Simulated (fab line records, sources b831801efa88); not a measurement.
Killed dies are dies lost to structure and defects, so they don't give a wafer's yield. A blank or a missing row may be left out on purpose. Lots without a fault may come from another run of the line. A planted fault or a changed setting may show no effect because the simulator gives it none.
fab line records | flow sky130
record lots=5 wafers=15 last_day=50
route steps=708 shown NWELL@66 PWDE@84 VT_ADJUST_HVTP@85 VT_ADJUST_LVTN@97
lots that met no fault: from a run of the same line without faults
start_h: hours from the record's first day to the start of the lot's first wafer shown | wait_h: hours since the lot's step before | " the same as in the row above | L1.1+2: a row that stands for several wafers | - no value, or no start given | * or withheld: withheld | < > ~ a bound
route shown NAME@n: a module of which the file shows steps, and the number in the route of the first | usual: mean/standard deviation of fault-free wafers | same: alike in all rows | chamber/n: place in a boat | sites: the reading at each site | _std_site: their standard deviation | _edge_site: outer sites' mean less inner sites' | radius_mm: how far each site lies from the wafer's centre | mask NAME#n: copy n | behind: the tool/chamber that last shaped the wafer | hold: why the lot was held/for how many hours/how that ended | device: the transistor (n, p or np) that didn't switch | end of line: the same wafers' tests at the end of the route | a step without rows: its recipe alone | killed: dies lost to structure and defects at the first sort, not the wafer's yield | map: a wafer's dies, x killed, . not, _ none there
set.NAME: the setting as run; set.NAME@STEP: as run at that earlier step | model.NAME: the simulator's own value behind a step, which no gauge read
lots at some steps of the route; a table a step, a row a wafer
services: from which hour (start_h, from the record's first day; less than 0 if before it) a tool's chamber was out of use, for how many hours, and why
## steps
# step SKY_NWELL_IMPLANT_13
# recipe species=P energy_kev=50 dose_cm2=7e+11 tilt_deg=withheld
# columns lot.wafer tool chamber start_h wait_h
L079.1+3+4 implanter-02 0 112.05 0.1
L089.1+4+6 implanter-04 0 173.90 0.1
L091.2+3+6 implanter-04 0 179.83 0.1
L093.1+3+5 implanter-03 0 198.45 0.1
L095.2+3+6 implanter-02 0 219.67 0.1
# step SKY_NWELL_STRIP_14
# recipe chemistry=O2/N2 power_w=1400 pressure_mtorr=1500 platen_temp_c=withheld o2_flow_sccm=3000 n2_flow_sccm=300 overash_fraction=0.5
# usual drypump_motor_current_A=5.2/0.44 oes_product_au=0.722/0.0047 strip_time_to_endpoint_s=36.93/0.096
# columns lot.wafer tool chamber start_h wait_h drypump_motor_current_A oes_product_au rf_hours_counter_h strip_time_to_endpoint_s
L079.1 plasma_asher-02 1 112.20 0.1 5.4 0.722 30 36.96
L079.3 " 0 " " 5.1 0.723 - 36.83
L079.4 " 1 " " 5.4 0.721 - 36.92
L089.1 plasma_asher-01 1 174.05 0.1 4.6 0.722 5 36.90
L089.4 " 1 " " 4.6 0.724 - 37.02
L089.6 " 0 " " 5.9 0.719 - 37.03
L091.2 plasma_asher-02 1 179.95 0.1 5.4 0.725 37 36.86
L091.3 " 0 " " 5.1 0.726 - 36.82
L091.6 " 1 " " 5.4 0.720 - 36.94
L093.1 plasma_asher-02 0 198.60 0.1 5.1 0.723 39 36.86
L093.3 " 0 " " 5.1 0.725 - 36.84
L093.5 " 0 " " 5.1 0.722 - 36.84
L095.2 plasma_asher-04 0 219.80 0.1 4.9 0.728 52 36.97
L095.3 " 0 " " 4.9 0.733 - 36.97
L095.6 " 1 " " 5.2 0.718 - 37.10
# step SKY_NWELL_TW_MEAS_15
# usual NWELL_TW=1827/13
# columns lot.wafer tool chamber start_h wait_h NWELL_TW
L079.1 film_metro-03 - 112.30 0.1 1831
L079.3 " - " " 1833
L079.4 " - " " 1843
L089.1 film_metro-01 - 174.15 0.1 1834
L089.4 " - " " 1843
L089.6 " - " " 1838
L091.2 film_metro-03 - 180.08 0.1 1838
L091.3 " - " " 1836
L091.6 " - " " 1836
L093.1 film_metro-01 - 198.70 0.1 1824
L093.3 " - " " 1814
L093.5 " - " " 1822
L095.2 film_metro-03 - 219.91 0.1 1845
L095.3 " - " " 1838
L095.6 " - " " 1819
# step SKY_NWELL_DEHYDRATE_16
# recipe temp_c=200 time_s=60
# usual chill_plate_temp_C=23.00/0.12
# columns lot.wafer tool chamber start_h wait_h chill_plate_temp_C
L079.1 litho_track-03 0 119.86 7.6 23.03
L079.3 " 0 " " 22.96
L079.4 " 0 " " 22.88
L089.1 litho_track-03 0 182.96 8.8 23.03
L089.4 " 0 " " 23.14
L089.6 " 0 " " 23.01
L091.2 litho_track-03 0 189.69 9.6 23.00
L091.3 " 0 " " 23.10
L091.6 " 0 " " 23.04
L093.1 litho_track-03 0 208.91 10.2 22.93
L093.3 " 0 " " 23.06
L093.5 " 0 " " 22.97
L095.2 litho_track-03 0 229.74 9.8 23.01
L095.3 " 0 " " 23.11
L095.6 " 0 " " 23.19
# step SKY_NWELL_HMDS_17
# recipe prime_time_s=60 prime_temp_c=120
# usual chill_plate_temp_C=22.98/0.099 prime_temp_c=119.97/0.13
# columns lot.wafer tool chamber start_h wait_h chill_plate_temp_C prime_temp_c
L079.1 litho_track-03 0 120.01 0.1 22.91 119.78
L079.3 " 0 " " 23.02 119.89
L079.4 " 0 " " 23.05 119.96
L089.1 litho_track-03 0 183.11 0.1 23.00 119.85
L089.4 " 0 " " 22.99 119.92
L089.6 " 0 " " 22.97 119.80
L091.2 litho_track-03 0 189.84 0.1 22.95 120.04
L091.3 " 0 " " 22.90 119.84
L091.6 " 0 " " 22.98 120.00
L093.1 litho_track-03 0 209.06 0.1 22.99 119.90
L093.3 " 0 " " 23.07 119.67
L093.5 " 0 " " 22.91 119.95
L095.2 litho_track-03 0 229.89 0.1 22.97 120.10
L095.3 " 0 " " 22.97 120.16
L095.6 " 0 " " 22.88 119.99
# step SKY_NWELL_COAT_18
# recipe spin_rpm=2000 resist_thk_nm=3000
# usual chill_plate_temp_C=22.98/0.1
# columns lot.wafer tool chamber start_h wait_h chill_plate_temp_C
L079.1 litho_track-03 0 120.16 0.1 23.08
L079.3 " 0 " " 22.98
L079.4 " 0 " " 22.93
L089.1 litho_track-03 0 183.26 0.1 23.08
L089.4 " 0 " " 22.90
L089.6 " 0 " " 22.84
L091.2 litho_track-03 0 189.99 0.1 23.03
L091.3 " 0 " " 23.08
L091.6 " 0 " " 23.10
L093.1 litho_track-03 0 209.21 0.1 23.01
L093.3 " 0 " " 22.99
L093.5 " 0 " " 22.93
L095.2 litho_track-03 0 230.04 0.1 23.02
L095.3 " 0 " " 22.90
L095.6 " 0 " " 22.90
# step SKY_NWELL_SOFTBAKE_19
# recipe temp_c=110 time_s=withheld
# usual chill_plate_temp_C=23.00/0.12
# columns lot.wafer tool chamber start_h wait_h chill_plate_temp_C
L079.1 litho_track-03 0 120.31 0.1 23.06
L079.3 " 0 " " 22.90
L079.4 " 0 " " 23.00
L089.1 litho_track-03 0 183.41 0.1 22.71
L089.4 " 0 " " 22.79
L089.6 " 0 " " 22.88
L091.2 litho_track-03 0 190.15 0.1 22.97
L091.3 " 0 " " 23.20
L091.6 " 0 " " 22.92
L093.1 litho_track-03 0 209.36 0.1 23.10
L093.3 " 0 " " 22.93
L093.5 " 0 " " 23.06
L095.2 litho_track-03 0 230.20 0.1 22.84
L095.3 " 0 " " 22.90
L095.6 " 0 " " 22.98
# step SKY_NWELL_EXPOSE_20
# recipe mask_id=NWM_COMPLEMENT na=0.6 source_shape=conventional sigma_outer=0.6 polarization=unpolarized target_cd_nm=840 dose_mj=260
# same sigma_outer=0.6
# columns lot.wafer tool chamber start_h wait_h mask
L079.1+3+4 iline_stepper-02 0 - - NWM_COMPLEMENT#0
L089.1+4+6 iline_stepper-01 0 - - NWM_COMPLEMENT#0
L091.2+3+6 iline_stepper-02 0 - - NWM_COMPLEMENT#0
L093.1+3+5 iline_stepper-01 0 - - NWM_COMPLEMENT#0
L095.2+3+6 iline_stepper-01 0 - - NWM_COMPLEMENT#0
# step SKY_NWELL_PEB_21
# recipe temp_c=115 time_s=withheld
# usual chill_plate_temp_C=22.98/0.11
# columns lot.wafer tool chamber start_h wait_h chill_plate_temp_C
L079.1 litho_track-04 0 - - 22.94
L079.3 " 0 " " 22.96
L079.4 " 0 " " 23.12
L089.1 litho_track-04 0 - - 23.09
L089.4 " 0 " " 22.98
L089.6 " 0 " " 22.94
L091.2 litho_track-01 0 - - 22.98
L091.3 " 0 " " 22.91
L091.6 " 0 " " 22.87
L093.1 litho_track-04 0 - - 23.01
L093.3 " 0 " " 23.04
L093.5 " 0 " " 23.03
L095.2 litho_track-03 0 - - 22.75
L095.3 " 0 " " 22.81
L095.6 " 0 " " 22.80
# step SKY_NWELL_DEVELOP_22
# recipe wall_angle_deg=90 developer=TMAH develop_time_s=60 dev_temp_c=23
# usual chill_plate_temp_C=22.99/0.099
# columns lot.wafer tool chamber start_h wait_h chill_plate_temp_C
L079.1 litho_track-04 0 - - 22.79
L079.3 " 0 " " 22.82
L079.4 " 0 " " 23.03
L089.1 litho_track-04 0 - - 23.17
L089.4 " 0 " " 23.01
L089.6 " 0 " " 22.98
L091.2 litho_track-01 0 - - 22.91
L091.3 " 0 " " 22.81
L091.6 " 0 " " 22.99
L093.1 litho_track-04 0 - - 23.11
L093.3 " 0 " " 23.16
L093.5 " 0 " " 22.98
L095.2 litho_track-03 0 - - 22.92
L095.3 " 0 " " 22.92
L095.6 " 0 " " 22.95
# step SKY_NWELL_OVL_MEAS_23
# usual NWELL_01_OVL=1.3/1.3
# columns lot.wafer tool chamber start_h wait_h NWELL_01_OVL[nm]
L079.1 overlay-02 - 130.62 - 2.0
L079.3 " - " " 3.1
L079.4 " - " " 1.2
L089.1 overlay-02 - 194.77 - 0.5
L089.4 " - " " 1.4
L089.6 " - " " 2.4
L091.2 overlay-01 - 201.42 - 2.8
L091.3 " - " " 0.8
L091.6 " - " " 0.7
L093.1 overlay-02 - 221.02 - -0.7
L093.3 " - " " 1.9
L093.5 " - " " 0.7
L095.2 overlay-02 - 242.42 - 1.2
L095.3 " - " " 1.0
L095.6 " - " " 2.5
# step SKY_NWELL_IMPLANT_24
# recipe species=B energy_kev=140 dose_cm2=9.2e+12 tilt_deg=withheld
# columns lot.wafer tool chamber start_h wait_h
L079.1+3+4 implanter-04 0 130.65 0.0
L089.1+4+6 implanter-04 0 194.80 0.0
L091.2+3+6 implanter-03 0 201.47 0.0
L093.1+3+5 implanter-03 0 221.05 0.0
L095.2+3+6 implanter-03 0 242.47 0.0
# step SKY_NWELL_STRIP_25
# recipe chemistry=O2/N2 power_w=1400 pressure_mtorr=1500 platen_temp_c=withheld o2_flow_sccm=3000 n2_flow_sccm=300 overash_fraction=0.5
# usual drypump_motor_current_A=5.2/0.38 oes_product_au=0.722/0.0045 strip_time_to_endpoint_s=37.01/0.11
# columns lot.wafer tool chamber start_h wait_h drypump_motor_current_A oes_product_au rf_hours_counter_h strip_time_to_endpoint_s
L079.1 plasma_asher-02 1 130.80 0.1 5.4 0.728 32 37.05
L079.3 " 1 " " 5.4 0.725 - 37.03
L079.4 " 0 " " 5.1 0.723 - 36.98
L089.1 plasma_asher-02 1 194.95 0.1 5.4 0.719 39 36.99
L089.4 " 1 " " 5.4 0.717 - 36.98
L089.6 " 0 " " 5.1 0.720 - 37.08
L091.2 plasma_asher-04 1 201.60 0.1 5.2 0.726 50 37.13
L091.3 " 1 " " 5.2 0.724 - 37.07
L091.6 " 1 " " 5.2 0.720 - 37.01
L093.1 plasma_asher-01 1 221.20 0.1 4.6 0.720 10 37.14
L093.3 " 0 " " 6.0 0.718 - 36.98
L093.5 " 0 " " 5.9 0.725 - 37.05
L095.2 plasma_asher-04 1 242.60 0.1 5.2 0.726 54 36.92
L095.3 " 0 " " 4.9 0.729 - 36.93
L095.6 " 1 " " 5.2 0.723 - 37.04
# step SKY_NWELL_TW_MEAS_26
# usual NWELL_2_TW=498/3.1
# columns lot.wafer tool chamber start_h wait_h NWELL_2_TW
L079.1 film_metro-01 - 130.90 0.1 497
L079.3 " - " " 494
L079.4 " - " " 496
L089.1 film_metro-03 - 195.05 0.1 498
L089.4 " - " " 500
L089.6 " - " " 499
L091.2 film_metro-04 - 201.71 0.1 497
L091.3 " - " " 497
L091.6 " - " " 497
L093.1 film_metro-01 - 221.30 0.1 497
L093.3 " - " " 498
L093.5 " - " " 495
L095.2 film_metro-03 - 242.71 0.1 505
L095.3 " - " " 502
L095.6 " - " " 504
# step SKY_NWELL_CLEAN_27
# recipe chemistry=SC1/SC2 mix=1:4:20 temp_c=70 time_s=150 dry=n2_spin
# columns lot.wafer tool chamber start_h wait_h
L079.1+3+4 wet_bench-04 0 130.96 0.1
L089.1+4+6 wet_bench-01 1 195.11 0.1
L091.2+3+6 wet_bench-04 3 201.76 0.0
L093.1+3+5 wet_bench-04 2 221.36 0.1
L095.2+3+6 wet_bench-04 2 242.76 0.0
# step SKY_NWELL_RTA_28
# recipe temp_c=1050 time_s=30 idle_temp_c=650 ramp_up_c_per_s=150 ramp_down_c_per_s=90 ambient=N2
# usual lamp_power_pct=25.30/0.051 ramp_up_c_per_s=150.00/0.028 wafer_temp_C_max=1054.9/0.95
# columns lot.wafer tool chamber start_h wait_h lamp_power_pct ramp_up_c_per_s wafer_temp_C_max
L079.1 rtp_anneal-01 0 131.06 0.0 25.23 149.98 1053.8
L079.3 " 0 " " 25.33 149.98 1056.1
L079.4 " 0 " " 25.23 149.93 1054.7
L089.1 rtp_anneal-01 0 195.16 0.0 25.35 150.00 1054.1
L089.4 " 0 " " 25.36 150.02 1054.4
L089.6 " 0 " " 25.24 149.99 1054.2
L091.2 rtp_anneal-02 0 201.82 0.0 25.21 150.04 1054.1
L091.3 " 0 " " 25.31 150.03 1055.1
L091.6 " 0 " " 25.35 150.00 1054.0
L093.1 rtp_anneal-02 0 221.41 0.0 25.28 150.05 1056.0
L093.3 " 0 " " 25.34 150.00 1057.0
L093.5 " 0 " " 25.28 149.97 1054.4
L095.2 rtp_anneal-02 0 242.83 0.0 25.29 149.96 1056.7
L095.3 " 0 " " 25.40 150.01 1054.4
L095.6 " 0 " " 25.29 150.01 1054.2
# step SKY_NWELL_RS_MEAS_29
# recipe thk_meas_gauge=four-point-probe
# usual NWELL_RS=624.7/1.5
# columns lot.wafer tool chamber start_h wait_h NWELL_RS[ohm/sq]
L079.1 film_metro-04 - 131.16 0.1 626.3
L079.3 " - " " 626.4
L079.4 " - " " 626.9
L089.1 film_metro-03 - 195.26 0.1 623.2
L089.4 " - " " 623.3
L089.6 " - " " 622.5
L091.2 film_metro-01 - 201.93 0.1 627.2
L091.3 " - " " 625.4
L091.6 " - " " 624.5
L093.1 film_metro-01 - 221.51 0.1 624.1
L093.3 " - " " 623.2
L093.5 " - " " 623.6
L095.2 film_metro-04 - 242.93 0.1 625.8
L095.3 " - " " 625.2
L095.6 " - " " 626.8
# step SKY_NWELL_RS_MEAS_31
# recipe thk_meas_gauge=four-point-probe
# usual PWDE_RS=5274/15
# columns lot.wafer tool chamber start_h wait_h PWDE_RS[ohm/sq]
L079.1 film_metro-04 - 131.40 0.1 5257
L079.3 " - " " 5291
L079.4 " - " " 5276
L089.1 film_metro-03 - 195.50 0.1 5281
L089.4 " - " " 5264
L089.6 " - " " 5282
L091.2 film_metro-01 - 202.17 0.1 5255
L091.3 " - " " 5267
L091.6 " - " " 5280
L093.1 film_metro-01 - 221.75 0.1 5276
L093.3 " - " " 5278
L093.5 " - " " 5280
L095.2 film_metro-04 - 243.17 0.1 5249
L095.3 " - " " 5264
L095.6 " - " " 5251
# step SKY_VT_ADJUST_HVTP_DEHYDRATE_00
# recipe temp_c=200 time_s=60
# usual chill_plate_temp_C=23.03/0.11
# columns lot.wafer tool chamber start_h wait_h chill_plate_temp_C
L079.1 litho_track-04 0 140.02 8.6 22.99
L079.3 " 0 " " 22.98
L079.4 " 0 " " 23.11
L089.1 litho_track-01 0 205.61 10.1 23.07
L089.4 " 0 " " 22.90
L089.6 " 0 " " 23.20
L091.2 litho_track-04 0 213.04 10.9 23.10
L091.3 " 0 " " 23.13
L091.6 " 0 " " 23.12
L093.1 litho_track-02 0 232.37 10.6 23.02
L093.3 " 0 " " 23.19
L093.5 " 0 " " 23.07
L095.2 litho_track-01 0 253.93 10.7 22.89
L095.3 " 0 " " 22.90
L095.6 " 0 " " 22.89
# step SKY_VT_ADJUST_HVTP_HMDS_01
# recipe prime_time_s=60 prime_temp_c=120
# usual chill_plate_temp_C=23.01/0.11 prime_temp_c=120.01/0.14
# columns lot.wafer tool chamber start_h wait_h chill_plate_temp_C prime_temp_c
L079.1 litho_track-04 0 140.17 0.1 23.04 119.99
L079.3 " 0 " " 22.97 120.09
L079.4 " 0 " " 22.96 120.08
L089.1 litho_track-01 0 205.76 0.1 22.90 119.92
L089.4 " 0 " " 22.97 119.75
L089.6 " 0 " " 22.88 119.87
L091.2 litho_track-04 0 213.19 0.1 22.99 120.12
L091.3 " 0 " " 23.16 120.00
L091.6 " 0 " " 23.06 119.99
L093.1 litho_track-02 0 232.52 0.1 22.80 120.04
L093.3 " 0 " " 22.89 119.92
L093.5 " 0 " " 22.84 120.03
L095.2 litho_track-01 0 254.08 0.1 23.20 120.19
L095.3 " 0 " " 23.36 120.17
L095.6 " 0 " " 23.35 120.13
# step SKY_VT_ADJUST_HVTP_COAT_02
# recipe resist=NOVOLAK spin_rpm=3000 resist_thk_nm=1140
# usual chill_plate_temp_C=23.00/0.11
# columns lot.wafer tool chamber start_h wait_h chill_plate_temp_C
L079.1 litho_track-04 0 140.32 0.1 23.07
L079.3 " 0 " " 23.09
L079.4 " 0 " " 23.09
L089.1 litho_track-01 0 205.91 0.1 23.17
L089.4 " 0 " " 22.96
L089.6 " 0 " " 23.05
L091.2 litho_track-04 0 213.34 0.1 23.00
L091.3 " 0 " " 23.05
L091.6 " 0 " " 23.18
L093.1 litho_track-02 0 232.67 0.1 22.95
L093.3 " 0 " " 23.02
L093.5 " 0 " " 22.94
L095.2 litho_track-01 0 254.23 0.1 22.94
L095.3 " 0 " " 22.98
L095.6 " 0 " " 22.77
# step SKY_VT_ADJUST_HVTP_SOFTBAKE_03
# recipe temp_c=90 time_s=60 resist=NOVOLAK
# usual chill_plate_temp_C=22.99/0.11
# columns lot.wafer tool chamber start_h wait_h chill_plate_temp_C
L079.1 litho_track-04 0 140.47 0.1 22.94
L079.3 " 0 " " 22.97
L079.4 " 0 " " 23.06
L089.1 litho_track-01 0 206.06 0.1 23.02
L089.4 " 0 " " 23.16
L089.6 " 0 " " 23.07
L091.2 litho_track-04 0 213.49 0.1 22.91
L091.3 " 0 " " 22.94
L091.6 " 0 " " 22.94
L093.1 litho_track-02 0 232.82 0.1 22.75
L093.3 " 0 " " 22.84
L093.5 " 0 " " 22.79
L095.2 litho_track-01 0 254.38 0.1 22.72
L095.3 " 0 " " 22.92
L095.6 " 0 " " 22.88
# step SKY_VT_ADJUST_HVTP_EXPOSE_04
# recipe mask_id=HVTPM na=0.6 source_shape=conventional sigma_outer=0.6 polarization=unpolarized target_cd_nm=380 dose_mj=140
# same sigma_outer=0.6
# columns lot.wafer tool chamber start_h wait_h mask
L079.1+3+4 iline_stepper-02 0 - - HVTPM#0
L089.1+4+6 iline_stepper-01 0 - - HVTPM#0
L091.2+3+6 iline_stepper-02 0 - - HVTPM#0
L093.1+3+5 iline_stepper-02 0 - - HVTPM#0
L095.2+3+6 iline_stepper-02 0 - - HVTPM#0
# step SKY_VT_ADJUST_HVTP_PEB_05
# recipe temp_c=withheld time_s=* resist=NOVOLAK
# usual chill_plate_temp_C=*
# columns lot.wafer tool chamber start_h wait_h chill_plate_temp_C
L079.1 litho_track-04 0 - - *
L079.3 " 0 " " *
L079.4 " 0 " " *
L089.1 litho_track-02 0 - - *
L089.4 " 0 " " *
L089.6 " 0 " " *
L091.2 litho_track-04 0 - - *
L091.3 " 0 " " *
L091.6 " 0 " " *
L093.1 litho_track-01 0 - - *
L093.3 " 0 " " *
L093.5 " 0 " " *
L095.2 litho_track-04 0 - - *
L095.3 " 0 " " *
L095.6 " 0 " " *
# step SKY_VT_ADJUST_HVTP_DEVELOP_06
# recipe resist=NOVOLAK developer=TMAH develop_time_s=60 dev_temp_c=23
# usual chill_plate_temp_C=23.00/0.1
# columns lot.wafer tool chamber start_h wait_h chill_plate_temp_C
L079.1 litho_track-04 0 149.32 0.1 22.88
L079.3 " 0 " " 22.87
L079.4 " 0 " " 22.83
L089.1 litho_track-02 0 216.97 0.1 23.11
L089.4 " 0 " " 23.09
L089.6 " 0 " " 23.02
L091.2 litho_track-04 0 224.49 0.1 22.90
L091.3 " 0 " " 22.86
L091.6 " 0 " " 22.99
L093.1 litho_track-01 0 244.31 0.1 23.07
L093.3 " 0 " " 23.07
L093.5 " 0 " " 23.08
L095.2 litho_track-04 0 266.04 0.1 22.94
L095.3 " 0 " " 23.09
L095.6 " 0 " " 23.03
# step SKY_VT_ADJUST_HVTP_CD_MEAS_07
# recipe target_cd_nm=380
# usual cd_nm=378.7/2.3
# columns lot.wafer tool chamber start_h wait_h cd_nm
L079.1 cd_sem-02 - 149.47 0.1 377.2
L079.3 " - " " 376.4
L079.4 " - " " 377.3
L089.1 cd_sem-01 - 217.12 0.1 382.7
L089.4 " - " " 382.8
L089.6 " - " " 379.7
L091.2 cd_sem-02 - 224.64 0.1 376.9
L091.3 " - " " 376.4
L091.6 " - " " 378.0
L093.1 cd_sem-02 - 244.46 0.1 376.9
L093.3 " - " " 379.5
L093.5 " - " " 378.2
L095.2 cd_sem-01 - 266.19 0.1 380.5
L095.3 " - " " 376.1
L095.6 " - " " 378.1
# step SKY_VT_ADJUST_HVTP_OVL_MEAS_08
# usual VT_ADJUST_HVTP_OVL=1.0/1.5
# columns lot.wafer tool chamber start_h wait_h VT_ADJUST_HVTP_OVL[nm]
L079.1 overlay-02 - 149.59 0.1 2.4
L079.3 " - " " 0.6
L079.4 " - " " 2.3
L089.1 overlay-02 - 217.24 0.1 0.5
L089.4 " - " " -0.9
L089.6 " - " " 0.0
L091.2 overlay-01 - 224.74 0.1 2.9
L091.3 " - " " 3.2
L091.6 " - " " 0.7
L093.1 overlay-01 - 244.58 0.1 -0.1
L093.3 " - " " 2.1
L093.5 " - " " 0.8
L095.2 overlay-02 - 266.29 0.1 2.7
L095.3 " - " " 1.9
L095.6 " - " " 1.2
# step SKY_VT_ADJUST_HVTP_IMPLANT_09
# recipe species=As energy_kev=150 dose_cm2=4.3e+12 tilt_deg=withheld
# columns lot.wafer tool chamber start_h wait_h
L079.1+3+4 implanter-01 0 149.62 0.0
L089.1+4+6 implanter-02 0 217.28 0.0
L091.2+3+6 implanter-01 0 224.80 0.0
L093.1+3+5 implanter-02 0 244.62 0.0
L095.2+3+6 implanter-01 0 266.35 0.0
# step SKY_VT_ADJUST_HVTP_STRIP_10
# recipe chemistry=O2/N2 power_w=1400 pressure_mtorr=1500 platen_temp_c=withheld o2_flow_sccm=3000 n2_flow_sccm=300 overash_fraction=0.5
# usual drypump_motor_current_A=5.19/0.17 oes_product_au=0.716/0.0045 strip_time_to_endpoint_s=14.18/0.038
# columns lot.wafer tool chamber start_h wait_h drypump_motor_current_A oes_product_au rf_hours_counter_h strip_time_to_endpoint_s
L079.1 plasma_asher-03 1 149.77 0.1 5.19 0.721 45 14.19
L079.3 " 0 " " 5.41 0.715 - 14.17
L079.4 " 1 " " 5.19 0.715 - 14.21
L089.1 plasma_asher-02 1 217.43 0.1 5.41 0.715 41 14.22
L089.4 " 1 " " 5.42 0.721 - 14.20
L089.6 " 0 " " 5.05 0.723 - 14.20
L091.2 plasma_asher-03 1 224.92 0.1 5.19 0.711 53 14.13
L091.3 " 0 " " 5.43 0.718 - 14.19
L091.6 " 0 " " 5.41 0.709 - 14.14
L093.1 plasma_asher-04 1 244.77 0.1 5.20 0.714 54 14.16
L093.3 " 1 " " 5.18 0.715 - 14.17
L093.5 " 0 " " 4.91 0.717 - 14.16
L095.2 plasma_asher-04 1 266.47 0.1 5.20 0.718 57 14.20
L095.3 " 1 " " 5.20 0.714 - 14.21
L095.6 " 0 " " 4.91 0.716 - 14.19
# step SKY_VT_ADJUST_HVTP_TW_MEAS_11
# usual VT_ADJUST_HVTP_TW=1356/11
# columns lot.wafer tool chamber start_h wait_h VT_ADJUST_HVTP_TW
L079.1 film_metro-02 - 149.87 0.1 1335
L079.3 " - " " 1339
L079.4 " - " " 1335
L089.1 film_metro-04 - 217.53 0.1 1361
L089.4 " - " " 1355
L089.6 " - " " 1360
L091.2 film_metro-02 - 225.03 0.1 1361
L091.3 " - " " 1356
L091.6 " - " " 1356
L093.1 film_metro-04 - 244.87 0.1 1345
L093.3 " - " " 1357
L093.5 " - " " 1349
L095.2 film_metro-04 - 266.58 0.1 1362
L095.3 " - " " 1355
L095.6 " - " " 1362
# step SKY_VT_ADJUST_LVTN_DEHYDRATE_00
# recipe temp_c=200 time_s=60
# usual chill_plate_temp_C=22.99/0.1
# columns lot.wafer tool chamber start_h wait_h chill_plate_temp_C
L079.1 litho_track-02 0 158.62 8.7 22.91
L079.3 " 0 " " 23.03
L079.4 " 0 " " 22.89
L089.1 litho_track-01 0 227.46 9.9 23.02
L089.4 " 0 " " 23.18
L089.6 " 0 " " 22.92
L091.2 litho_track-02 0 235.49 10.5 22.99
L091.3 " 0 " " 23.00
L091.6 " 0 " " 22.78
L093.1 litho_track-02 0 255.02 10.1 23.02
L093.3 " 0 " " 22.89
L093.5 " 0 " " 22.89
L095.2 litho_track-01 0 278.13 11.5 22.91
L095.3 " 0 " " 23.05
L095.6 " 0 " " 22.85
# step SKY_VT_ADJUST_LVTN_HMDS_01
# recipe prime_time_s=60 prime_temp_c=120
# usual chill_plate_temp_C=23.01/0.12 prime_temp_c=120.04/0.13
# columns lot.wafer tool chamber start_h wait_h chill_plate_temp_C prime_temp_c
L079.1 litho_track-02 0 158.77 0.1 23.10 120.12
L079.3 " 0 " " 23.14 119.71
L079.4 " 0 " " 23.19 119.95
L089.1 litho_track-01 0 227.61 0.1 23.06 120.17
L089.4 " 0 " " 23.01 120.18
L089.6 " 0 " " 22.86 120.00
L091.2 litho_track-02 0 235.64 0.1 22.91 120.06
L091.3 " 0 " " 22.97 120.13
L091.6 " 0 " " 22.90 119.77
L093.1 litho_track-02 0 255.17 0.1 23.20 120.17
L093.3 " 0 " " 23.35 120.11
L093.5 " 0 " " 23.12 120.19
L095.2 litho_track-01 0 278.28 0.1 22.92 120.00
L095.3 " 0 " " 22.97 120.05
L095.6 " 0 " " 23.04 120.03
# step SKY_VT_ADJUST_LVTN_COAT_02
# recipe spin_rpm=2000 resist_thk_nm=3000
# usual chill_plate_temp_C=22.99/0.11
# columns lot.wafer tool chamber start_h wait_h chill_plate_temp_C
L079.1 litho_track-02 0 158.92 0.1 23.08
L079.3 " 0 " " 22.86
L079.4 " 0 " " 23.04
L089.1 litho_track-01 0 227.76 0.1 22.93
L089.4 " 0 " " 22.80
L089.6 " 0 " " 22.83
L091.2 litho_track-02 0 235.79 0.1 22.95
L091.3 " 0 " " 23.04
L091.6 " 0 " " 22.97
L093.1 litho_track-02 0 255.32 0.1 23.18
L093.3 " 0 " " 23.16
L093.5 " 0 " " 23.16
L095.2 litho_track-01 0 278.43 0.1 22.76
L095.3 " 0 " " 22.82
L095.6 " 0 " " 22.90
# step SKY_VT_ADJUST_LVTN_SOFTBAKE_03
# recipe temp_c=110 time_s=withheld
# usual chill_plate_temp_C=22.98/0.11
# columns lot.wafer tool chamber start_h wait_h chill_plate_temp_C
L079.1 litho_track-02 0 159.07 0.1 22.88
L079.3 " 0 " " 22.97
L079.4 " 0 " " 22.83
L089.1 litho_track-01 0 227.91 0.1 22.91
L089.4 " 0 " " 22.93
L089.6 " 0 " " 22.95
L091.2 litho_track-02 0 235.95 0.1 22.89
L091.3 " 0 " " 22.96
L091.6 " 0 " " 22.97
L093.1 litho_track-02 0 255.47 0.1 22.98
L093.3 " 0 " " 23.15
L093.5 " 0 " " 22.89
L095.2 litho_track-01 0 278.59 0.1 22.95
L095.3 " 0 " " 22.96
L095.6 " 0 " " 22.99
# step SKY_VT_ADJUST_LVTN_EXPOSE_04
# recipe mask_id=NWM_COMPLEMENT_LESS_NATIVE na=0.6 source_shape=conventional sigma_outer=0.6 polarization=unpolarized target_cd_nm=840 dose_mj=194
# same sigma_outer=0.6
# columns lot.wafer tool chamber start_h wait_h mask
L079.1+3+4 iline_stepper-01 0 - - NWM_COMPLEMENT_LESS_NATIVE#0
L089.1+4+6 iline_stepper-02 0 - - NWM_COMPLEMENT_LESS_NATIVE#0
L091.2+3+6 iline_stepper-02 0 - - NWM_COMPLEMENT_LESS_NATIVE#0
L093.1+3+5 iline_stepper-02 0 - - NWM_COMPLEMENT_LESS_NATIVE#0
L095.2+3+6 iline_stepper-02 0 - - NWM_COMPLEMENT_LESS_NATIVE#0
# step SKY_VT_ADJUST_LVTN_PEB_05
# recipe temp_c=115 time_s=withheld
# usual chill_plate_temp_C=23.02/0.11
# columns lot.wafer tool chamber start_h wait_h chill_plate_temp_C
L079.1 litho_track-02 0 - - 22.79
L079.3 " 0 " " 22.97
L079.4 " 0 " " 22.98
L089.1 litho_track-02 0 - - 23.10
L089.4 " 0 " " 23.10
L089.6 " 0 " " 23.04
L091.2 litho_track-03 0 - - 22.97
L091.3 " 0 " " 23.06
L091.6 " 0 " " 23.24
L093.1 litho_track-02 0 - - 22.90
L093.3 " 0 " " 22.97
L093.5 " 0 " " 23.10
L095.2 litho_track-01 0 - - 23.02
L095.3 " 0 " " 22.97
L095.6 " 0 " " 22.98
## services
# columns tool chamber start_h hours kind
iline_stepper-02 - 88.36 2.1 pm
iline_stepper-02 - 90.44 - consumable_replace:lamp
iline_stepper-02 - 104.25 11.7 repair
implanter-02 - 104.91 2.0 repair
plasma_asher-04 - 105.34 0.3 repair
plasma_asher-01 - 108.75 9.0 pm
implanter-02 - 117.67 3.9 repair
iline_stepper-01 - 120.73 1.7 pm
plasma_asher-04 - 126.24 2.8 pm
plasma_asher-01 - 144.23 0.8 repair
iline_stepper-01 - 144.75 1.3 repair
litho_track-03 - 147.87 - consumable_replace:filter
implanter-01 - 175.28 2.8 repair
implanter-03 - 202.67 0.8 repair
implanter-04 - 220.33 2.2 repair
iline_stepper-01 - 228.20 2.1 pm
iline_stepper-02 0 235.14 - calibration
plasma_asher-03 - 245.79 7.7 repair
plasma_asher-03 - 246.16 3.6 repair
implanter-04 - 261.99 3.4 pm
implanter-02 - 272.15 6.6 pm
implanter-01 - 273.28 0.6 repair
implanter-03 - 282.36 1.0 repair
iline_stepper-02 - 288.29 1.7 pm
## key
fault none
